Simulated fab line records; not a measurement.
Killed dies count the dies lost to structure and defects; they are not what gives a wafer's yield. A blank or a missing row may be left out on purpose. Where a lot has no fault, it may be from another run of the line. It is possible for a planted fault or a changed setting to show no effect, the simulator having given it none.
The same fault as seen by 2 desks :: flow gf180mcu :: every desk sees just its own numbers, and what lay behind them comes last

AT THE METROLOGY DESK
What the gauges read, lot by lot, whatever tool the lot ran on: means of the sampled wafers that have a number. If a lot's mean is further than 4 standard deviations from the usual mean, the lot is out of limits and carries the mark OUT (the distance appears in the brackets).
Columns: A = V4_W_RS at GF_V4_RS_MEAS_24, usual 0.328 ohm/sq
lot: L259
first seen here: day 24 08:13
A: 0.327

lot: L263
first seen here: day 26 00:50
A: 0.328

lot: L264
first seen here: day 26 11:28
A: 0.329

lot: L268
first seen here: day 27 16:20
A: 0.330

lot: L266
first seen here: day 27 17:05
A: 0.333

lot: L269
first seen here: day 28 07:24
A: 0.331

lot: L270
first seen here: day 28 12:00
A: 0.326

lot: L271
first seen here: day 28 12:29
A: 0.322

lot: L272
first seen here: day 28 19:17
A: 0.329

lot: L277
first seen here: day 29 19:28
A: 0.327

lot: L279
first seen here: day 30 03:45
A: 0.326

lot: L280
first seen here: day 30 11:37
A: 0.328

lot: L281
first seen here: day 30 16:25
A: 0.328

lot: L282
first seen here: day 30 23:32
A: 0.333
This desk's finding: nothing out of limits on any of the 14 lots.

DESK OF THE TOOL OWNER: pvd-sputter-02
The tool's own readings at GF_MIM_SPUTTER_04 (material TiN, target thk 50 nm, time 41.7 s): means of the sampled wafers that have a number, for each lot that ran on this tool. If a lot's mean is further than 4 standard deviations from the usual mean, the lot is out of limits and carries the mark OUT (the distance appears in the brackets).
Columns: A = cathode-dc-power-W at GF_MIM_SPUTTER_04, usual 6500.1 W; B = throttle-valve-pct at GF_MIM_SPUTTER_04, usual 29.7 %
lot: L259
first seen here: day 24 08:52
A: 6500.5
B: 29.3

lot: L263
first seen here: day 26 01:29
A: 6501.0
B: 29.7

lot: L264
first seen here: day 26 12:07
A: 6499.6
B: 28.9

lot: L266
first seen here: day 27 17:45
A: 6499.4
B: 29.7

lot: L269
first seen here: day 28 08:04
A: 6499.6
B: 28.3

lot: L270
first seen here: day 28 12:40
A: 6305.9 (-99 or more) OUT
B: 28.2

lot: L271
first seen here: day 28 13:07
A: 6306.3 (-99 or more) OUT
B: 29.0

lot: L272
first seen here: day 28 19:55
A: 6307.1 (-99 or more) OUT
B: 27.7
This desk's finding: out of limits on L270, L271, L272; first on L270, day 28 12:40 (cathode-dc-power-W at GF_MIM_SPUTTER_04). In limits: L259, L263, L264, L266, L269.

PUT TOGETHER
The tool owner's desk could have raised an alarm at day 28 12:40, on L270, L271, L272.
From the metrology desk's view, nothing was out of limits.
The metrology desk holds a record of L270, L271, L272, inside its limits.
The lots listed all ran GF_MIM_SPUTTER_04 on pvd-sputter-02.

WHAT HAD BEEN PUT IN BY THE SIMULATOR
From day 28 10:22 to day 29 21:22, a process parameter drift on pvd-sputter-02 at GF_MIM_SPUTTER_04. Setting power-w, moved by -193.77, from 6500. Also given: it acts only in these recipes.
Lots struck among those shown: L270, L271, L272.
Delay in hours, fault start to first out-of-limits reading, by desk: the tool owner's desk at 2.
